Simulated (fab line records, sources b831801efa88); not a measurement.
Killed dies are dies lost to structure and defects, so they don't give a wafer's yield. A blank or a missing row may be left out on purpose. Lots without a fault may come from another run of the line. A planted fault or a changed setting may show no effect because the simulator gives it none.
Chamber matching | flow sky130 | SKY_VIA3_CMP_02 on cmp-01: 4 sister chambers
The step polishes SiO2. 7 wafers are shown with their chamber, then 7 later ones without.

WAFERS WITH THEIR CHAMBER
wafer  | chamber | motor_current_A (A) | platen_rpm (rpm)
L077.2 | 2       | 12.6                | 60.02
L081.1 | 3       | 11.4                | 60.00
L087.1 | 1       | 13.0                | 60.00
L087.3 | 0       | 15.2                | 59.99
L087.6 | 1       | 13.0                | 59.96
L092.1 | 0       | 15.2                | 60.01
L092.3 | 3       | 12.4                | 59.94

WAFERS WITHOUT THEIR CHAMBER
wafer  | motor_current_A (A) | platen_rpm (rpm)
L092.5 | 12.8                | 60.01
L093.1 | 13.1                | 60.06
L093.5 | 11.6                | 60.03
L093.6 | 14.7                | 60.01
L097.1 | 11.8                | 59.91
L097.3 | 12.9                | 60.03
L097.5 | 15.0                | 59.97

WHICH CHAMBER EACH WENT THROUGH
wafer  | from the rows above          | in truth
L092.5 | can't be placed: 2 or 1 or 3 | 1
L093.1 | can't be placed: 2 or 1      | 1
L093.5 | can't be placed: 3 or 2 or 1 | 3
L093.6 | 0                            | 0
L097.1 | can't be placed: 3 or 1      | 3
L097.3 | can't be placed: 2 or 1      | 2
L097.5 | 0                            | 0
Placed correctly: 2 of 7. Can't be placed from these rows: 5 (the true chamber is among the candidates in 5). Placed wrongly: 0.
How it was worked out, from the rows above alone: a wafer's distance from a chamber is the root of the sum, over the readings, of the square of ((its reading less the chamber's mean) divided by the reading's scatter). The wafer belongs to the nearest chamber; if the next one is less than 2 further off, it can't be placed. A chamber's mean is the mean of its shown wafers. The scatter: the root of (the sum of the squares of (reading less its chamber's mean) over the shown wafers, divided by (wafers less chambers)).
